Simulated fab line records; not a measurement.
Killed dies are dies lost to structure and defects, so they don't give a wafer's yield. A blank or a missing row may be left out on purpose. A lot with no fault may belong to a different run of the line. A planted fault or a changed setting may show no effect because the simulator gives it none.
fab line records / flow sky130
record lots=7 wafers=21 last-day=50
route steps=708 shown CAP2M@615 METAL4@621
lots that met no fault: from a run of the same line without faults
start-h: the number of hours between the record's first day and the start of the first shown wafer of the lot / wait-h: time in hours since the lot's previous step / " unchanged from the row above / L1.1+2: a single row standing in for several wafers / - no value present, or no start provided / * or withheld: withheld / < > ~ a bound
route shown NAME@n: a module of which the file shows steps, and the number in the route of the first / usual: mean/standard deviation of fault-free wafers / same: alike in all rows / chamber/n: place in a boat / sites: per-site readings / _std_site: the values' standard deviation / _edge_site: mean of outer sites minus mean of inner sites / radius-mm: for every site, how far away it sits from the centre of the wafer / mask NAME#n: copy n / behind: the tool/chamber that last shaped the wafer / hold: the reason the lot was held/the length of the hold in hours/how it ended / device: whichever transistor did not switch (one of n, p or np) / end of line: at the end of the route, the tests of the same wafers / for a step that has no rows: nothing shown but its recipe / killed: at the first sort, the dies lost to defects and structure; wafer yield is something else / map: the dies of a wafer, with x for killed, . for not killed, _ for no die there
set.NAME: the setting that was run; set.NAME@STEP: the one run at that earlier step / model.NAME: the simulator's own value behind a step, which no gauge read
lots at some steps of the route; a table a step, a row a wafer
services: when a tool's chamber went out of use (start-h, in hours from the record's first day, below 0 if earlier), for how many hours, and the reason
## steps
# step SKY_CAP2M_OVL_MEAS_12
# usual CAP2M_OVL=-0.1/1.7
lot.wafer=L358.1 tool=overlay-01 chamber=- start-h=988.60 wait-h=0.1 CAP2M_OVL[nm]=-1.4
lot.wafer=L358.4 tool=overlay-01 chamber=- start-h=988.60 wait-h=0.1 CAP2M_OVL[nm]=-0.3
lot.wafer=L358.6 tool=overlay-01 chamber=- start-h=988.60 wait-h=0.1 CAP2M_OVL[nm]=-1.1
lot.wafer=L361.1 tool=overlay-02 chamber=- start-h=1006.10 wait-h=0.1 CAP2M_OVL[nm]=-0.1
lot.wafer=L361.2 tool=overlay-02 chamber=- start-h=1006.10 wait-h=0.1 CAP2M_OVL[nm]=0.0
lot.wafer=L361.3 tool=overlay-02 chamber=- start-h=1006.10 wait-h=0.1 CAP2M_OVL[nm]=-1.9
lot.wafer=L370.1 tool=overlay-02 chamber=- start-h=1056.51 wait-h=0.1 CAP2M_OVL[nm]=-2.3
lot.wafer=L370.4 tool=overlay-02 chamber=- start-h=1056.51 wait-h=0.1 CAP2M_OVL[nm]=-0.4
lot.wafer=L370.6 tool=overlay-02 chamber=- start-h=1056.51 wait-h=0.1 CAP2M_OVL[nm]=-0.3
lot.wafer=L375.3 tool=overlay-01 chamber=- start-h=1083.16 wait-h=0.1 CAP2M_OVL[nm]=-1.1
lot.wafer=L375.5 tool=overlay-01 chamber=- start-h=1083.16 wait-h=0.1 CAP2M_OVL[nm]=-1.5
lot.wafer=L375.6 tool=overlay-01 chamber=- start-h=1083.16 wait-h=0.1 CAP2M_OVL[nm]=-0.4
lot.wafer=L376.2 tool=overlay-01 chamber=- start-h=1090.57 wait-h=0.1 CAP2M_OVL[nm]=2.3
lot.wafer=L376.3 tool=overlay-01 chamber=- start-h=1090.57 wait-h=0.1 CAP2M_OVL[nm]=2.4
lot.wafer=L376.4 tool=overlay-01 chamber=- start-h=1090.57 wait-h=0.1 CAP2M_OVL[nm]=0.9
lot.wafer=L377.1 tool=overlay-02 chamber=- start-h=1093.17 wait-h=0.1 CAP2M_OVL[nm]=-1.0
lot.wafer=L377.2 tool=overlay-02 chamber=- start-h=1093.17 wait-h=0.1 CAP2M_OVL[nm]=-1.6
lot.wafer=L377.4 tool=overlay-02 chamber=- start-h=1093.17 wait-h=0.1 CAP2M_OVL[nm]=-3.2
lot.wafer=L378.1 tool=overlay-01 chamber=- start-h=1102.10 wait-h=0.1 CAP2M_OVL[nm]=0.6
lot.wafer=L378.3 tool=overlay-01 chamber=- start-h=1102.10 wait-h=0.1 CAP2M_OVL[nm]=2.1
lot.wafer=L378.6 tool=overlay-01 chamber=- start-h=1102.10 wait-h=0.1 CAP2M_OVL[nm]=2.1
# step SKY_CAP2M_METAL_ETCH_13
# recipe target-depth-nm=220 stop-on=SiO2 chemistry=Cl2/BCl3 target=TiN pressure-mtorr=10 icp-w=900 bias-w=48.5 Cl2_flow_sccm=60 bcl3-flow-sccm=30 time-s=62.9
# usual bcl3-flow-sccm=30.00/0.095 drypump-motor-current-A=5.7/0.44 mfc-cl2-sccm=59.99/0.19 oes-product-au=0.940/0.0073 throttle-valve-pct=21.903/0.0099
lot.wafer=L358.1 tool=rie-metal-01 chamber=0 start-h=988.63 wait-h=0.0 bcl3-flow-sccm=30.15 drypump-motor-current-A=5.4 mfc-cl2-sccm=59.91 oes-product-au=0.951 rf-hours-counter-h=6 throttle-valve-pct=21.896
lot.wafer=L358.4 tool=rie-metal-01 chamber=1 start-h=988.63 wait-h=0.0 bcl3-flow-sccm=29.92 drypump-motor-current-A=5.3 mfc-cl2-sccm=60.06 oes-product-au=0.942 rf-hours-counter-h=- throttle-valve-pct=21.907
lot.wafer=L358.6 tool=rie-metal-01 chamber=1 start-h=988.63 wait-h=0.0 bcl3-flow-sccm=29.96 drypump-motor-current-A=5.3 mfc-cl2-sccm=60.02 oes-product-au=0.949 rf-hours-counter-h=- throttle-valve-pct=21.902
lot.wafer=L361.1 tool=rie-metal-01 chamber=0 start-h=1006.13 wait-h=0.0 bcl3-flow-sccm=29.98 drypump-motor-current-A=5.4 mfc-cl2-sccm=60.15 oes-product-au=0.932 rf-hours-counter-h=7 throttle-valve-pct=21.911
lot.wafer=L361.2 tool=rie-metal-01 chamber=1 start-h=1006.13 wait-h=0.0 bcl3-flow-sccm=29.97 drypump-motor-current-A=5.3 mfc-cl2-sccm=60.48 oes-product-au=0.922 rf-hours-counter-h=15 throttle-valve-pct=21.903
lot.wafer=L361.3 tool=rie-metal-01 chamber=1 start-h=1006.13 wait-h=0.0 bcl3-flow-sccm=29.86 drypump-motor-current-A=5.2 mfc-cl2-sccm=60.32 oes-product-au=0.927 rf-hours-counter-h=- throttle-valve-pct=21.916
lot.wafer=L370.1 tool=rie-metal-01 chamber=0 start-h=1056.55 wait-h=0.0 bcl3-flow-sccm=29.96 drypump-motor-current-A=5.4 mfc-cl2-sccm=59.98 oes-product-au=0.945 rf-hours-counter-h=10 throttle-valve-pct=21.899
lot.wafer=L370.4 tool=rie-metal-01 chamber=0 start-h=1056.55 wait-h=0.0 bcl3-flow-sccm=29.97 drypump-motor-current-A=5.4 mfc-cl2-sccm=60.13 oes-product-au=0.945 rf-hours-counter-h=- throttle-valve-pct=21.906
lot.wafer=L370.6 tool=rie-metal-01 chamber=0 start-h=1056.55 wait-h=0.0 bcl3-flow-sccm=29.95 drypump-motor-current-A=5.4 mfc-cl2-sccm=60.13 oes-product-au=0.941 rf-hours-counter-h=- throttle-valve-pct=21.914
lot.wafer=L375.3 tool=rie-metal-03 chamber=1 start-h=1083.24 wait-h=0.1 bcl3-flow-sccm=29.96 drypump-motor-current-A=6.0 mfc-cl2-sccm=59.92 oes-product-au=0.933 rf-hours-counter-h=- throttle-valve-pct=21.911
lot.wafer=L375.5 tool=rie-metal-03 chamber=1 start-h=1083.24 wait-h=0.1 bcl3-flow-sccm=29.95 drypump-motor-current-A=6.1 mfc-cl2-sccm=59.84 oes-product-au=0.940 rf-hours-counter-h=- throttle-valve-pct=21.908
lot.wafer=L375.6 tool=rie-metal-03 chamber=1 start-h=1083.24 wait-h=0.1 bcl3-flow-sccm=30.07 drypump-motor-current-A=6.0 mfc-cl2-sccm=59.87 oes-product-au=0.929 rf-hours-counter-h=- throttle-valve-pct=21.910
lot.wafer=L376.2 tool=rie-metal-04 chamber=0 start-h=1090.60 wait-h=0.0 bcl3-flow-sccm=29.99 drypump-motor-current-A=5.2 mfc-cl2-sccm=59.91 oes-product-au=0.940 rf-hours-counter-h=23 throttle-valve-pct=21.902
lot.wafer=L376.3 tool=rie-metal-04 chamber=1 start-h=1090.60 wait-h=0.0 bcl3-flow-sccm=30.17 drypump-motor-current-A=6.0 mfc-cl2-sccm=60.08 oes-product-au=0.939 rf-hours-counter-h=- throttle-valve-pct=21.911
lot.wafer=L376.4 tool=rie-metal-04 chamber=0 start-h=1090.60 wait-h=0.0 bcl3-flow-sccm=30.02 drypump-motor-current-A=5.2 mfc-cl2-sccm=60.09 oes-product-au=0.945 rf-hours-counter-h=- throttle-valve-pct=21.906
lot.wafer=L377.1 tool=rie-metal-04 chamber=0 start-h=1093.21 wait-h=0.0 bcl3-flow-sccm=30.01 drypump-motor-current-A=5.2 mfc-cl2-sccm=59.86 oes-product-au=0.943 rf-hours-counter-h=23 throttle-valve-pct=21.899
lot.wafer=L377.2 tool=rie-metal-04 chamber=1 start-h=1093.21 wait-h=0.0 bcl3-flow-sccm=29.90 drypump-motor-current-A=6.0 mfc-cl2-sccm=59.91 oes-product-au=0.943 rf-hours-counter-h=22 throttle-valve-pct=21.920
lot.wafer=L377.4 tool=rie-metal-04 chamber=1 start-h=1093.21 wait-h=0.0 bcl3-flow-sccm=29.79 drypump-motor-current-A=6.0 mfc-cl2-sccm=59.71 oes-product-au=0.946 rf-hours-counter-h=- throttle-valve-pct=21.893
lot.wafer=L378.1 tool=rie-metal-01 chamber=1 start-h=1102.14 wait-h=0.0 bcl3-flow-sccm=29.92 drypump-motor-current-A=5.2 mfc-cl2-sccm=60.01 oes-product-au=0.938 rf-hours-counter-h=22 throttle-valve-pct=21.896
lot.wafer=L378.3 tool=rie-metal-01 chamber=1 start-h=1102.14 wait-h=0.0 bcl3-flow-sccm=30.00 drypump-motor-current-A=5.3 mfc-cl2-sccm=60.11 oes-product-au=0.947 rf-hours-counter-h=- throttle-valve-pct=21.904
lot.wafer=L378.6 tool=rie-metal-01 chamber=0 start-h=1102.14 wait-h=0.0 bcl3-flow-sccm=30.11 drypump-motor-current-A=5.5 mfc-cl2-sccm=60.13 oes-product-au=0.940 rf-hours-counter-h=- throttle-valve-pct=21.909
# step SKY_CAP2M_STRIP_14
# recipe chemistry=O2/N2 power-w=1400 pressure-mtorr=1500 platen-temp-c=withheld o2-flow-sccm=3000 n2-flow-sccm=300 overash-fraction=0.5
# usual drypump-motor-current-A=5.6/0.73 oes-product-au=0.710/0.0047 strip-time-to-endpoint-s=12.65/0.063
lot.wafer=L358.1 tool=plasma-asher-01 chamber=1 start-h=988.71 wait-h=0.1 drypump-motor-current-A=5.2 oes-product-au=0.704 rf-hours-counter-h=24 strip-time-to-endpoint-s=12.54
lot.wafer=L358.4 tool=plasma-asher-01 chamber=0 start-h=988.71 wait-h=0.1 drypump-motor-current-A=4.8 oes-product-au=0.709 rf-hours-counter-h=- strip-time-to-endpoint-s=12.60
lot.wafer=L358.6 tool=plasma-asher-01 chamber=0 start-h=988.71 wait-h=0.1 drypump-motor-current-A=4.8 oes-product-au=0.706 rf-hours-counter-h=- strip-time-to-endpoint-s=12.62
lot.wafer=L361.1 tool=plasma-asher-01 chamber=0 start-h=1006.21 wait-h=0.1 drypump-motor-current-A=4.9 oes-product-au=0.710 rf-hours-counter-h=26 strip-time-to-endpoint-s=12.73
lot.wafer=L361.2 tool=plasma-asher-01 chamber=1 start-h=1006.21 wait-h=0.1 drypump-motor-current-A=5.2 oes-product-au=0.710 rf-hours-counter-h=26 strip-time-to-endpoint-s=12.81
lot.wafer=L361.3 tool=plasma-asher-01 chamber=0 start-h=1006.21 wait-h=0.1 drypump-motor-current-A=4.8 oes-product-au=0.715 rf-hours-counter-h=- strip-time-to-endpoint-s=12.79
lot.wafer=L370.1 tool=plasma-asher-04 chamber=0 start-h=1056.62 wait-h=0.1 drypump-motor-current-A=5.1 oes-product-au=0.722 rf-hours-counter-h=63 strip-time-to-endpoint-s=12.74
lot.wafer=L370.4 tool=plasma-asher-04 chamber=0 start-h=1056.62 wait-h=0.1 drypump-motor-current-A=5.1 oes-product-au=0.707 rf-hours-counter-h=- strip-time-to-endpoint-s=12.78
lot.wafer=L370.6 tool=plasma-asher-04 chamber=0 start-h=1056.62 wait-h=0.1 drypump-motor-current-A=5.1 oes-product-au=0.707 rf-hours-counter-h=- strip-time-to-endpoint-s=12.75
lot.wafer=L375.3 tool=plasma-asher-01 chamber=0 start-h=1083.37 wait-h=0.1 drypump-motor-current-A=4.9 oes-product-au=0.706 rf-hours-counter-h=- strip-time-to-endpoint-s=12.59
lot.wafer=L375.5 tool=plasma-asher-01 chamber=0 start-h=1083.37 wait-h=0.1 drypump-motor-current-A=4.9 oes-product-au=0.709 rf-hours-counter-h=- strip-time-to-endpoint-s=12.65
lot.wafer=L375.6 tool=plasma-asher-01 chamber=1 start-h=1083.37 wait-h=0.1 drypump-motor-current-A=5.2 oes-product-au=0.702 rf-hours-counter-h=- strip-time-to-endpoint-s=12.60
lot.wafer=L376.2 tool=plasma-asher-01 chamber=0 start-h=1090.67 wait-h=0.1 drypump-motor-current-A=4.8 oes-product-au=0.711 rf-hours-counter-h=36 strip-time-to-endpoint-s=12.68
lot.wafer=L376.3 tool=plasma-asher-01 chamber=1 start-h=1090.67 wait-h=0.1 drypump-motor-current-A=5.2 oes-product-au=0.708 rf-hours-counter-h=- strip-time-to-endpoint-s=12.67
lot.wafer=L376.4 tool=plasma-asher-01 chamber=0 start-h=1090.67 wait-h=0.1 drypump-motor-current-A=4.9 oes-product-au=0.707 rf-hours-counter-h=- strip-time-to-endpoint-s=12.69
lot.wafer=L377.1 tool=plasma-asher-01 chamber=1 start-h=1093.28 wait-h=0.1 drypump-motor-current-A=5.2 oes-product-au=0.711 rf-hours-counter-h=36 strip-time-to-endpoint-s=12.62
lot.wafer=L377.2 tool=plasma-asher-01 chamber=0 start-h=1093.28 wait-h=0.1 drypump-motor-current-A=4.8 oes-product-au=0.707 rf-hours-counter-h=36 strip-time-to-endpoint-s=12.65
lot.wafer=L377.4 tool=plasma-asher-01 chamber=0 start-h=1093.28 wait-h=0.1 drypump-motor-current-A=4.9 oes-product-au=0.705 rf-hours-counter-h=- strip-time-to-endpoint-s=12.61
lot.wafer=L378.1 tool=plasma-asher-04 chamber=0 start-h=1102.21 wait-h=0.1 drypump-motor-current-A=5.1 oes-product-au=0.704 rf-hours-counter-h=68 strip-time-to-endpoint-s=12.71
lot.wafer=L378.3 tool=plasma-asher-04 chamber=0 start-h=1102.21 wait-h=0.1 drypump-motor-current-A=5.1 oes-product-au=0.711 rf-hours-counter-h=- strip-time-to-endpoint-s=12.69
lot.wafer=L378.6 tool=plasma-asher-04 chamber=1 start-h=1102.21 wait-h=0.1 drypump-motor-current-A=6.7 oes-product-au=0.710 rf-hours-counter-h=- strip-time-to-endpoint-s=12.64
# step SKY_CAP2M_STRIP_15
# recipe chemistry=post-etch-residue-remover time-s=1200 temp-c=72.5
# step SKY_CAP2M_CLEAN_16
# recipe chemistry=IPA time-s=180 temp-c=25
# step SKY_CAP2M_CLEAN_17
# recipe chemistry=O3/DIW dry=n2-spin
# step SKY_METAL4_DEHYDRATE_05
# recipe temp-c=200 time-s=60
# step SKY_METAL4_HMDS_06
# recipe prime-time-s=60 prime-temp-c=120
# step SKY_METAL4_COAT_07
# recipe resist=BARC temp-c=withheld time-s=withheld spin-rpm=3000 resist-thk-nm=60
# step SKY_METAL4_COAT_08
# recipe resist=KrF-thick spin-rpm=3000 resist-thk-nm=1140
# step SKY_METAL4_SOFTBAKE_09
# recipe temp-c=100 time-s=90 resist=KrF-thick
# step SKY_METAL4_EXPOSE_10
# recipe mask-id=MM4 na=0.68 source-shape=annular sigma-inner=0.4 sigma-outer=0.8 target-cd-nm=300 dose-mj=28
# step SKY_METAL4_PEB_11
# recipe peb-temp-c=withheld peb-time-s=withheld resist=KrF-thick
# usual chill-plate-temp-C=* exhaust-pa=44.9/1
lot.wafer=L358.1 tool=litho-track-04 chamber=0 start-h=1012 wait-h=- chill-plate-temp-C=* exhaust-pa=46.3
lot.wafer=L358.4 tool=litho-track-04 chamber=0 start-h=1012 wait-h=- chill-plate-temp-C=* exhaust-pa=46.3
lot.wafer=L358.6 tool=litho-track-04 chamber=0 start-h=1012 wait-h=- chill-plate-temp-C=* exhaust-pa=45.9
lot.wafer=L361.1 tool=litho-track-03 chamber=0 start-h=1029 wait-h=- chill-plate-temp-C=* exhaust-pa=45.6
lot.wafer=L361.2 tool=litho-track-03 chamber=0 start-h=1029 wait-h=- chill-plate-temp-C=* exhaust-pa=45.6
lot.wafer=L361.3 tool=litho-track-03 chamber=0 start-h=1029 wait-h=- chill-plate-temp-C=* exhaust-pa=43.8
lot.wafer=L370.1 tool=litho-track-01 chamber=0 start-h=1078 wait-h=- chill-plate-temp-C=* exhaust-pa=45.1
lot.wafer=L370.4 tool=litho-track-01 chamber=0 start-h=1078 wait-h=- chill-plate-temp-C=* exhaust-pa=45.4
lot.wafer=L370.6 tool=litho-track-01 chamber=0 start-h=1078 wait-h=- chill-plate-temp-C=* exhaust-pa=46.3
lot.wafer=L375.3 tool=litho-track-01 chamber=- start-h=1105 wait-h=- chill-plate-temp-C=- exhaust-pa=-
lot.wafer=L375.5 tool=litho-track-01 chamber=- start-h=1105 wait-h=- chill-plate-temp-C=- exhaust-pa=-
lot.wafer=L375.6 tool=litho-track-01 chamber=- start-h=1105 wait-h=- chill-plate-temp-C=- exhaust-pa=-
lot.wafer=L376.2 tool=litho-track-03 chamber=- start-h=1111 wait-h=- chill-plate-temp-C=- exhaust-pa=-
lot.wafer=L376.3 tool=litho-track-03 chamber=- start-h=1111 wait-h=- chill-plate-temp-C=- exhaust-pa=-
lot.wafer=L376.4 tool=litho-track-03 chamber=- start-h=1111 wait-h=- chill-plate-temp-C=- exhaust-pa=-
lot.wafer=L377.1 tool=litho-track-03 chamber=- start-h=1113 wait-h=- chill-plate-temp-C=- exhaust-pa=-
lot.wafer=L377.2 tool=litho-track-03 chamber=- start-h=1113 wait-h=- chill-plate-temp-C=- exhaust-pa=-
lot.wafer=L377.4 tool=litho-track-03 chamber=- start-h=1113 wait-h=- chill-plate-temp-C=- exhaust-pa=-
lot.wafer=L378.1 tool=litho-track-03 chamber=0 start-h=1122 wait-h=- chill-plate-temp-C=* exhaust-pa=44.6
lot.wafer=L378.3 tool=litho-track-03 chamber=0 start-h=1122 wait-h=- chill-plate-temp-C=* exhaust-pa=46.6
lot.wafer=L378.6 tool=litho-track-03 chamber=0 start-h=1122 wait-h=- chill-plate-temp-C=* exhaust-pa=43.6
# step SKY_METAL4_DEVELOP_12
# recipe develop-time-s=60 resist=KrF-thick dev-temp-c=21
## services
tool=rie-metal-04 chamber=0 start-h=1028.94 hours=25.6 kind=repair
tool=rie-metal-04 chamber=1 start-h=1070.22 hours=2.1 kind=repair
tool=rie-metal-03 chamber=0 start-h=1074.85 hours=10.5 kind=repair
tool=rie-metal-01 chamber=- start-h=1076.39 hours=0.4 kind=repair
tool=rie-metal-03 chamber=- start-h=1110.33 hours=0.4 kind=repair
## key
first-sign step=SKY_METAL4_PEB_11 reading=tool-record direction=missing
effect none on later readings
met-at SKY_METAL4_PEB_11
struck-wafers L375.3,L375.5,L375.6,L376.2,L376.3,L376.4,L377.1,L377.2,L377.4
later-rows-left-out L375.3,L375.5,L375.6,L376.2,L376.3,L376.4,L377.1,L377.2,L377.4
sort-left-out L375.3,L375.5,L375.6,L376.2,L376.3,L376.4,L377.1,L377.2,L377.4
onset-between 1078 1105
fault kind=skipped-step-whole tool=litho-track-01,litho-track-03 chamber=- onset-h=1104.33 steps=SKY_METAL4_PEB_11 scope=struck-lots-only
# sort-left-out: the simulated sort isn't trusted on such a fault, so these wafers' sort isn't shown, and their yield isn't known
# later-rows-left-out: the simulator's readings of these wafers behind a module that went badly wrong aren't trusted and aren't shown, but for the sort
